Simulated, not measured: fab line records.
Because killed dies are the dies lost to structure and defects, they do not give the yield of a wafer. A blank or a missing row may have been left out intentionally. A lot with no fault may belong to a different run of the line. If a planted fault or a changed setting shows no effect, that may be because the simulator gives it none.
fab line records    flow sky130
record: lots: 7  wafers: 21  last_day: 50
route steps=708 shown LI_CONTACT@369 PAD_OPEN@708
lots with no fault: from the same line, run without faults
start_h: hours from the record's first day to the start of the lot's first wafer shown    wait_h: hours from the lot's prior step to this one    " unchanged from the row above    L1.1+2: one row covering several wafers at once    - no value, or no start given    * or withheld: withheld    < > ~ a bound
route shown NAME@n: a module of which the file shows steps, and the number in the route of the first    usual: mean/standard deviation of fault-free wafers    same: alike in all rows    chamber/n: place in a boat    sites: readings site by site    _std_site: the values' standard deviation    _edge_site: inner sites' mean taken away from outer sites' mean    radius_mm: for every site, how far away it sits from the centre of the wafer    mask NAME#n: copy n    behind: the last tool/chamber to shape the wafer    hold: why the lot went on hold/how many hours it stayed there/how the hold came to an end    device: the n, p or np transistor that did not switch    end of line: the tests these same wafers got at the end of their route    where a step has no rows: the recipe by itself    killed: the dies lost at the first sort to structure and to defects; this is not the yield of the wafer    map: shows each die of a wafer: x if killed, . if not, _ if none is there
set.NAME: the run value of the setting; set.NAME@STEP: its run value at that earlier step    model.NAME: the simulator's own value behind a step, which no gauge read
lots at selected steps of the route; one table per step, one row per wafer
services: the hour from which a tool's chamber was out of use, counted from the record's first day as start_h (under 0 if before that day), plus the number of hours and why
== steps ==
step: SKY_LI_CONTACT_COAT_07
recipe: resist: KrF-thick  spin_rpm: 3000  resist_thk_nm: 450
step: SKY_LI_CONTACT_SOFTBAKE_08
recipe: temp_c: 100  time_s: 90  resist: KrF-thick
step: SKY_LI_CONTACT_EXPOSE_09
recipe: mask_id: LICM1  na: 0.8  source_shape: annular  sigma_inner: 0.55  sigma_outer: 0.85  target_cd_nm: 170  dose_mj: 38
step: SKY_LI_CONTACT_PEB_10
recipe: peb_temp_c: withheld  peb_time_s: withheld  resist: KrF-thick
step: SKY_LI_CONTACT_DEVELOP_11
recipe: develop_time_s: 60  resist: KrF-thick  dev_temp_c: 21
step: SKY_LI_CONTACT_CD_MEAS_12
recipe: target_cd_nm: 170
usual: cd_nm: 170.4/1.5
lot.wafer  tool       chamber  start_h  wait_h  cd_nm
L867.1     cd_sem-02  -        718.19   -       169.8
L867.3     "          -        "        "       169.3
L867.4     "          -        "        "       170.2
L868.3     cd_sem-01  -        734.33   -       171.8
L868.4     "          -        "        "       171.8
L868.5     "          -        "        "       170.6
L869.1     cd_sem-01  -        747.76   -       169.5
L869.3     "          -        "        "       170.6
L869.5     "          -        "        "       168.2
L870.1     cd_sem-02  -        752.69   -       170.7
L870.3     "          -        "        "       170.5
L870.5     "          -        "        "       169.2
L878.1     cd_sem-01  -        811.81   -       170.1
L878.5     "          -        "        "       168.6
L878.6     "          -        "        "       168.9
L879.2     cd_sem-02  -        814.16   -       172.7
L879.5     "          -        "        "       173.6
L879.6     "          -        "        "       172.5
L880.1     cd_sem-01  -        837.49   -       171.6
L880.2     "          -        "        "       170.1
L880.3     "          -        "        "       171.3
step: SKY_LI_CONTACT_OVL_MEAS_13
usual: LI_CONTACT_OVL: 1/5.4
lot.wafer  tool        chamber  start_h  wait_h  LI_CONTACT_OVL[nm]
L867.1     overlay-02  -        718.31   0.1     -7
L867.3     "           -        "        "       -3
L867.4     "           -        "        "       -9
L868.3     overlay-02  -        734.42   0.1     1
L868.4     "           -        "        "       -9
L868.5     "           -        "        "       -2
L869.1     overlay-02  -        747.88   0.1     10
L869.3     "           -        "        "       7
L869.5     "           -        "        "       6
L870.1     overlay-01  -        752.81   0.1     14
L870.3     "           -        "        "       3
L870.5     "           -        "        "       4
L878.1     overlay-01  -        811.95   0.1     -5
L878.5     "           -        "        "       2
L878.6     "           -        "        "       6
L879.2     overlay-02  -        814.27   0.1     1
L879.5     "           -        "        "       -6
L879.6     "           -        "        "       -2
L880.1     overlay-01  -        837.61   0.1     5
L880.2     "           -        "        "       7
L880.3     "           -        "        "       2
step: SKY_LI_CONTACT_ETCH_14
recipe: chemistry: N2/H2  target: BARC  ion_energy_ev: 200  source_w: 500  bias_w: 100  pressure_mtorr: 30  n2_flow_sccm: 100  h2_flow_sccm: 200  stop_on: SiO2  time_s: 45.9  target_depth_a: 600
usual: drypump_motor_current_A: 5.5/0.35  oes_product_au: 0.855/0.0045  throttle_valve_pct: 13.225/0.0094
lot.wafer  tool         chamber  start_h  wait_h  drypump_motor_current_A  oes_product_au  rf_hours_counter_h  throttle_valve_pct
L867.1     rie_diel-04  2        718.35   0.0     5.3                      0.854           8                   13.229
L867.3     "            1        "        "       5.6                      0.855           9                   13.229
L867.4     "            3        "        "       5.1                      0.857           15                  13.230
L868.3     rie_diel-02  3        734.45   0.0     5.8                      0.856           5                   13.233
L868.4     "            0        "        "       5.2                      0.861           -                   13.225
L868.5     "            3        "        "       5.8                      0.846           -                   13.232
L869.1     rie_diel-04  2        747.92   0.0     5.2                      0.855           9                   13.205
L869.3     "            3        "        "       5.1                      0.848           16                  13.209
L869.5     "            2        "        "       5.3                      0.868           -                   13.227
L870.1     rie_diel-04  1        752.85   0.0     5.6                      0.855           10                  13.230
L870.3     "            2        "        "       5.2                      0.852           9                   13.232
L870.5     "            1        "        "       5.6                      0.852           -                   13.212
L878.1     rie_diel-02  2        811.98   0.0     5.5                      0.855           15                  13.218
L878.5     "            0        "        "       5.2                      0.856           -                   13.234
L878.6     "            1        "        "       6.0                      0.847           -                   13.210
L879.2     rie_diel-01  3        814.30   0.0     5.2                      0.851           7                   13.248
L879.5     "            0        "        "       5.2                      0.864           -                   13.213
L879.6     "            2        "        "       5.2                      0.853           -                   13.241
L880.1     rie_diel-01  0        837.65   0.0     5.2                      0.854           26                  13.220
L880.2     "            3        "        "       5.2                      0.852           8                   13.218
L880.3     "            2        "        "       5.2                      0.860           25                  13.237
step: SKY_LI_CONTACT_ETCH_15
recipe: target: PSG  chemistry: C4F8/O2/Ar  stop_on: Si  taper_deg: 4.15  mask_material: KrF-thick  source_w: 1500  bias_w: 1200  pressure_mtorr: 40  c4f8_flow_sccm: withheld  O2_flow_sccm: 6  Ar_flow_sccm: 300  time_s: withheld  target_depth_a: 6000
usual: oes_product_au: 0.837/0.0046
lot.wafer  tool         chamber  start_h  wait_h  oes_product_au
L867.1     rie_diel-04  2        718.39   0.0     0.834
L867.3     "            1        "        "       0.844
L867.4     "            3        "        "       0.842
L868.3     rie_diel-02  3        734.49   0.0     0.841
L868.4     "            0        "        "       0.842
L868.5     "            3        "        "       0.838
L869.1     rie_diel-04  2        747.96   0.0     0.839
L869.3     "            3        "        "       0.836
L869.5     "            2        "        "       0.843
L870.1     rie_diel-04  1        752.89   0.0     0.842
L870.3     "            2        "        "       0.838
L870.5     "            1        "        "       0.836
L878.1     rie_diel-02  2        812.03   0.0     0.831
L878.5     "            0        "        "       0.841
L878.6     "            1        "        "       0.844
L879.2     rie_diel-01  3        814.34   0.0     0.837
L879.5     "            0        "        "       0.841
L879.6     "            2        "        "       0.838
L880.1     rie_diel-01  0        837.69   0.0     0.834
L880.2     "            3        "        "       0.838
L880.3     "            2        "        "       0.836
step: SKY_LI_CONTACT_STRIP_16
recipe: chemistry: O2/N2  power_w: 1400  pressure_mtorr: 1500  platen_temp_c: withheld  o2_flow_sccm: 3000  n2_flow_sccm: 300  overash_fraction: 0.5
usual: drypump_motor_current_A: 5.7/0.36  oes_product_au: 0.377/0.0051  strip_time_to_endpoint_s: 3.52/0.032
lot.wafer  tool             chamber  start_h  wait_h  drypump_motor_current_A  oes_product_au  rf_hours_counter_h  strip_time_to_endpoint_s
L867.1     plasma_asher-01  0        718.47   -       5.8                      0.372           88                  3.52
L867.3     "                0        "        "       5.8                      0.376           -                   3.52
L867.4     "                1        "        "       5.1                      0.369           -                   3.53
L868.3     plasma_asher-03  0        734.61   -       5.5                      0.390           -                   3.53
L868.4     "                1        "        "       6.0                      0.378           -                   3.53
L868.5     "                1        "        "       6.0                      0.376           -                   3.54
L869.1     plasma_asher-01  0        748.04   -       5.8                      0.380           91                  3.50
L869.3     "                1        "        "       5.1                      0.385           -                   3.49
L869.5     "                0        "        "       5.8                      0.374           -                   3.54
L870.1     plasma_asher-01  1        752.97   -       5.2                      0.386           91                  3.51
L870.3     "                0        "        "       5.8                      0.379           -                   3.54
L870.5     "                0        "        "       5.8                      0.375           -                   3.53
L878.1     plasma_asher-01  0        812.11   -       5.8                      0.370           97                  3.56
L878.5     "                0        "        "       5.8                      0.370           -                   3.52
L878.6     "                1        "        "       5.1                      0.375           -                   3.47
L879.2     plasma_asher-01  1        814.42   -       5.2                      0.371           98                  3.44
L879.5     "                0        "        "       5.8                      0.379           -                   3.46
L879.6     "                1        "        "       5.2                      0.369           -                   3.48
L880.1     plasma_asher-01  0        837.77   -       5.8                      0.376           100                 3.50
L880.2     "                1        "        "       5.1                      0.370           100                 3.49
L880.3     "                1        "        "       5.2                      0.374           -                   3.53
step: SKY_LI_CONTACT_CLEAN_17
recipe: chemistry: NMP  time_s: 600  temp_c: 60  dry: n2_spin
step: SKY_LI_CONTACT_PRE_CLEAN_18
recipe: gas: Ar  time_s: 5.6  bias_v: 358
step: SKY_LI_CONTACT_SPUTTER_19
recipe: material: Ti  target_thk_nm: 20  chamber_pressure_pa: 5  power_w: 2500  substrate_temp_c: 200  time_s: 106.37
usual: cathode_dc_power_W: 2500.0/0.42  chamber_pressure_pa: 5.001/0.0098  throttle_valve_pct: 30.5/0.97
lot.wafer  tool            chamber  start_h  wait_h  cathode_dc_power_W  chamber_pressure_pa  throttle_valve_pct
L867.1     pvd_sputter-02  -        718.78   0.0     2499.9              5.009                30.0
L867.3     "               -        "        "       2500.4              4.999                31.0
L867.4     "               -        "        "       2500.5              4.996                29.4
L868.3     pvd_sputter-02  -        734.88   0.0     -                   -                    -
L868.4     "               -        "        "       -                   -                    -
L868.5     "               -        "        "       -                   -                    -
L869.1     pvd_sputter-02  -        748.34   0.0     -                   -                    -
L869.3     "               -        "        "       -                   -                    -
L869.5     "               -        "        "       -                   -                    -
L870.1     pvd_sputter-01  -        753.27   0.0     -                   -                    -
L870.3     "               -        "        "       -                   -                    -
L870.5     "               -        "        "       -                   -                    -
L878.1     pvd_sputter-01  -        812.41   0.0     2499.6              5.016                29.9
L878.5     "               -        "        "       2500.4              5.008                30.1
L878.6     "               -        "        "       2500.1              5.001                29.4
L879.2     pvd_sputter-02  -        814.74   0.0     2499.7              5.019                33.1
L879.5     "               -        "        "       2499.7              5.005                31.1
L879.6     "               -        "        "       2499.7              5.023                33.0
L880.1     pvd_sputter-03  -        838.07   0.0     2498.9              5.011                30.4
L880.2     "               -        "        "       2500.3              5.004                30.7
L880.3     "               -        "        "       2499.9              5.009                30.5
step: SKY_LI_CONTACT_SPUTTER_20
recipe: material: TiN  target_thk_nm: 20  chamber_pressure_pa: 5  power_w: 4000  time_s: 80
usual: cathode_dc_power_W: 4000.0/0.71  chamber_pressure_pa: 5.001/0.0087  throttle_valve_pct: 30.4/0.96
lot.wafer  tool            chamber  start_h  wait_h  cathode_dc_power_W  chamber_pressure_pa  throttle_valve_pct
L867.1     pvd_sputter-02  -        718.86   0.0     4001.2              4.991                29.9
L867.3     "               -        "        "       4000.6              5.002                31.2
L867.4     "               -        "        "       4000.8              4.996                29.5
L868.3     pvd_sputter-02  -        734.96   0.0     4000.3              5.003                31.2
L868.4     "               -        "        "       4000.0              5.006                32.7
L868.5     "               -        "        "       4001.2              4.992                29.6
L869.1     pvd_sputter-02  -        748.42   0.0     3999.6              5.011                29.3
L869.3     "               -        "        "       3999.7              5.000                31.3
L869.5     "               -        "        "       4000.0              4.991                31.0
L870.1     pvd_sputter-01  -        753.34   0.0     4000.3              4.997                30.4
L870.3     "               -        "        "       4000.5              5.015                29.8
L870.5     "               -        "        "       4000.0              5.010                29.3
L878.1     pvd_sputter-01  -        812.49   0.0     3999.9              5.007                29.9
L878.5     "               -        "        "       3999.5              5.011                30.2
L878.6     "               -        "        "       3999.5              4.983                29.4
L879.2     pvd_sputter-02  -        814.81   0.0     4000.8              5.001                32.9
L879.5     "               -        "        "       3999.9              4.998                31.3
L879.6     "               -        "        "       4001.1              4.985                33.0
L880.1     pvd_sputter-03  -        838.14   0.0     4000.2              5.000                30.1
L880.2     "               -        "        "       4000.5              4.990                30.7
L880.3     "               -        "        "       3998.7              4.993                30.5
step: SKY_PAD_OPEN_PROBE_99
usual: killed_at_M0_to_M3: 43/6.7  killed_at_M4_up: 3.0/1.9  killed_at_contacts: 25/5.4  killed_at_front_end: 16/4.5  killed_at_other: 0.4/0.62  killed_dies: 87/9.6  killed_on_rim: 17/3.6  killed_open: 47/7  killed_short: 39/6.1
same: gross_dies: 492  killed_at_back_side: 0
lot.wafer  tool       chamber  start_h  wait_h  killed_at_M0_to_M3  killed_at_M4_up  killed_at_contacts  killed_at_front_end  killed_at_other  killed_dies  killed_on_rim  killed_open  killed_short
L868.3     prober-02  -        1118.02  0.2     35                  4                434                 18                   1                492          96             41           32
L868.4     prober-02  -        1118.07  0.2     46                  2                429                 15                   0                492          96             46           41
L868.5     prober-02  -        1118.12  0.2     60                  4                411                 17                   0                492          96             59           41
L869.1     prober-01  -        1127.79  0.1     41                  4                426                 21                   0                492          96             51           45
L869.3     prober-01  -        1127.89  0.2     49                  5                426                 11                   1                492          96             53           39
L869.5     prober-01  -        1127.99  0.2     39                  1                428                 24                   0                492          96             52           40
L870.1     prober-02  -        1131.41  0.1     42                  1                440                 8                    1                492          96             39           33
L870.3     prober-02  -        1131.51  0.2     39                  3                432                 16                   2                492          96             47           30
L870.5     prober-02  -        1131.61  0.2     30                  7                443                 11                   1                492          96             38           33
L879.2     prober-01  -        1173.86  0.1     49                  0                17                  19                   0                85           19             43           42
L879.5     prober-01  -        1174.01  0.2     36                  0                23                  12                   0                71           14             35           36
L879.6     prober-01  -        1174.06  0.2     52                  0                32                  13                   0                97           20             59           38
killed by level:class
L868.3 LI_CONTACT:area_sputter=419 VIA1:geometric_particle:open=13 CONTACT:geometric_particle:open=5 FIELD_ISO:geometric_particle:open=4 FIELD_ISO:geometric_particle:short=4 POLY_GATE:geometric_particle:open=4 POLY_GATE:geometric_particle:short=4 LI_CONTACT:geometric_particle:open=4
L868.4 LI_CONTACT:area_sputter=405 VIA1:geometric_particle:open=12 LI_CONTACT:geometric_particle:open=9 METAL2:geometric_particle:short=8 METAL1:geometric_particle:short=6 POLY_GATE:geometric_particle:open=5 CONTACT:geometric_particle:open=5 VIA3:geometric_particle:open=5
L868.5 LI_CONTACT:area_sputter=392 VIA1:geometric_particle:open=20 VIA1:geometric_particle:short=9 LI_CONTACT:geometric_particle:open=6 CONTACT:geometric_particle:open=6 METAL2:geometric_particle:short=6 FIELD_ISO:geometric_particle:open=5 METAL1:geometric_particle:short=5
L869.1 LI_CONTACT:area_sputter=396 VIA1:geometric_particle:open=10 LI_CONTACT:geometric_particle:open=9 CONTACT:geometric_particle:open=9 VIA1:geometric_particle:short=8 VIA2:geometric_particle:open=7 FIELD_ISO:geometric_particle:short=5 LOCAL_INTERCONNECT:geometric_particle:short=5
L869.3 LI_CONTACT:area_sputter=400 VIA1:geometric_particle:open=12 LI_CONTACT:geometric_particle:open=9 LOCAL_INTERCONNECT:geometric_particle:short=8 VIA1:geometric_particle:short=6 VIA2:geometric_particle:open=6 VIA3:geometric_particle:open=6 FIELD_ISO:geometric_particle:open=4
L869.5 LI_CONTACT:area_sputter=400 CONTACT:geometric_particle:open=15 VIA1:geometric_particle:open=14 FIELD_ISO:geometric_particle:short=6 VIA3:geometric_particle:open=6 POLY_GATE:geometric_particle:short=5 LOCAL_INTERCONNECT:geometric_particle:short=5 METAL2:geometric_particle:short=5
L870.1 LI_CONTACT:area_sputter=418 CONTACT:geometric_particle:open=8 VIA1:geometric_particle:short=7 VIA1:geometric_particle:open=7 VIA3:geometric_particle:open=7 LI_CONTACT:geometric_particle:open=6 LOCAL_INTERCONNECT:geometric_particle:short=5 VIA2:geometric_particle:open=5
L870.3 LI_CONTACT:area_sputter=412 VIA1:geometric_particle:open=12 CONTACT:geometric_particle:open=8 VIA3:geometric_particle:open=8 VIA2:geometric_particle:open=6 FIELD_ISO:geometric_particle:open=4 LOCAL_INTERCONNECT:geometric_particle:short=4 VIA1:geometric_particle:short=4
L870.5 LI_CONTACT:area_sputter=419 CONTACT:geometric_particle:short=9 VIA1:geometric_particle:open=8 CONTACT:geometric_particle:open=7 FIELD_ISO:geometric_particle:open=4 VIA1:geometric_particle:short=4 VIA2:geometric_particle:open=4 LI_CONTACT:geometric_particle:open=3
L879.2 VIA2:geometric_particle:open=11 VIA1:geometric_particle:open=9 FIELD_ISO:geometric_particle:short=7 METAL1:geometric_particle:short=7 CONTACT:geometric_particle:open=6 LOCAL_INTERCONNECT:geometric_particle:short=6 VIA3:geometric_particle:open=6 FIELD_ISO:geometric_particle:open=4
L879.5 VIA1:geometric_particle:short=7 VIA3:geometric_particle:open=7 CONTACT:geometric_particle:open=6 LI_CONTACT:geometric_particle:open=6 VIA1:geometric_particle:open=6 FIELD_ISO:geometric_particle:short=5 LI_CONTACT:geometric_particle:short=5 CONTACT:geometric_particle:short=5
L879.6 VIA1:geometric_particle:open=13 VIA3:geometric_particle:open=9 LI_CONTACT:geometric_particle:open=9 CONTACT:geometric_particle:open=9 METAL2:geometric_particle:short=9 VIA2:geometric_particle:open=9 METAL1:geometric_particle:short=7 CONTACT:geometric_particle:short=6
map L868.3 (x killed, . not)
__________xxxxxxxxxx_________
________xxxxxxxxxxxxxx_______
______xxxxxxxxxxxxxxxxxx_____
_____xxxxxxxxxxxxxxxxxxxx____
____xxxxxxxxxxxxxxxxxxxxxx___
___xxxxxxxxxxxxxxxxxxxxxxxx__
__xxxxxxxxxxxxxxxxxxxxxxxxxx_
_xxxxxxxxxxxxxxxxxxxxxxxxxxxx
_xxxxxxxxxxxxxxxxxxxxxxxxxxxx
_xxxxxxxxxxxxxxxxxxxxxxxxxxxx
_xxxxxxxxxxxxxxxxxxxxxxxxxxxx
_xxxxxxxxxxxxxxxxxxxxxxxxxxxx
_xxxxxxxxxxxxxxxxxxxxxxxxxxxx
_xxxxxxxxxxxxxxxxxxxxxxxxxxxx
_xxxxxxxxxxxxxxxxxxxxxxxxxxxx
__xxxxxxxxxxxxxxxxxxxxxxxxxx_
___xxxxxxxxxxxxxxxxxxxxxxxx__
____xxxxxxxxxxxxxxxxxxxxxx___
_____xxxxxxxxxxxxxxxxxxxx____
______xxxxxxxxxxxxxxxxxx_____
________xxxxxxxxxxxxxx_______
__________xxxxxxxxxx_________
map L869.1 (x killed, . not)
__________xxxxxxxxxx_________
________xxxxxxxxxxxxxx_______
______xxxxxxxxxxxxxxxxxx_____
_____xxxxxxxxxxxxxxxxxxxx____
____xxxxxxxxxxxxxxxxxxxxxx___
___xxxxxxxxxxxxxxxxxxxxxxxx__
__xxxxxxxxxxxxxxxxxxxxxxxxxx_
_xxxxxxxxxxxxxxxxxxxxxxxxxxxx
_xxxxxxxxxxxxxxxxxxxxxxxxxxxx
_xxxxxxxxxxxxxxxxxxxxxxxxxxxx
_xxxxxxxxxxxxxxxxxxxxxxxxxxxx
_xxxxxxxxxxxxxxxxxxxxxxxxxxxx
_xxxxxxxxxxxxxxxxxxxxxxxxxxxx
_xxxxxxxxxxxxxxxxxxxxxxxxxxxx
_xxxxxxxxxxxxxxxxxxxxxxxxxxxx
__xxxxxxxxxxxxxxxxxxxxxxxxxx_
___xxxxxxxxxxxxxxxxxxxxxxxx__
____xxxxxxxxxxxxxxxxxxxxxx___
_____xxxxxxxxxxxxxxxxxxxx____
______xxxxxxxxxxxxxxxxxx_____
________xxxxxxxxxxxxxx_______
__________xxxxxxxxxx_________
== services ==
tool             chamber  start_h  hours  kind
rie_diel-01      0        696.56   4.5    repair
pvd_sputter-03   -        700.56   2.2    repair
plasma_asher-01  -        708.94   3.8    repair
rie_diel-04      -        721.43   4.3    pm
rie_diel-02      3        728.93   2.9    repair
rie_diel-02      1        730.34   4.9    repair
rie_diel-04      3        738.19   5.8    repair
rie_diel-04      0        740.58   3.4    repair
rie_diel-04      0        744.01   -      clean
rie_diel-04      0        744.01   25.5   scheduled_down
rie_diel-04      0        744.01   25.5   vent_cycle
pvd_sputter-03   -        747.96   1.7    repair
rie_diel-01      -        752.40   2.8    pm
rie_diel-02      -        762.95   2.8    pm
rie_diel-02      0        769.83   4.2    repair
pvd_sputter-01   2        780.77   -      consumable_replace:kit
pvd_sputter-01   2        780.77   18.0   scheduled_down
pvd_sputter-01   2        780.77   18.0   vent_cycle
rie_diel-01      1        786.16   32.2   repair
rie_diel-04      0        797.21   8.0    repair
rie_diel-04      -        801.62   14.6   pm
pvd_sputter-02   -        811.12   2.6    repair
plasma_asher-03  -        828.12   33.1   repair
rie_diel-04      3        830.35   4.9    repair
== key ==
first_sign: step: SKY_LI_CONTACT_SPUTTER_19  reading: tool_record  direction: missing
effect: step: SKY_PAD_OPEN_PROBE_99  reading: killed_at_contacts  direction: up  sigmas: 74  usual: 25  struck: 430
more_kills_born_at: SKY_LI_CONTACT_SPUTTER_19@pvd_sputter-02: 2412  SKY_LI_CONTACT_SPUTTER_19@pvd_sputter-01: 1249
met_at SKY_LI_CONTACT_SPUTTER_19
struck_wafers L868.3,L868.4,L868.5,L869.1,L869.3,L869.5,L870.1,L870.3,L870.5
later_rows_left_out L868.3,L868.4,L868.5,L869.1,L869.3,L869.5,L870.1,L870.3,L870.5
tester_left_out L868,L869,L870
onset_between 718.78 734.88
fault: kind: skipped_step_whole  tool: pvd_sputter-01,pvd_sputter-02  chamber: -  onset_h: 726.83  steps: SKY_LI_CONTACT_SPUTTER_19  scope: struck_lots_only
tester_left_out: of these lots the tester's yield and bins aren't shown, on N5 and GAA mostly nor the transistor test; their killed dies are dies lost to structure and defects alone, not to doping, threshold or leakage, so they don't give the yield
later_rows_left_out: the simulator's readings of these wafers behind a module that went badly wrong aren't trusted and aren't shown, but for the sort
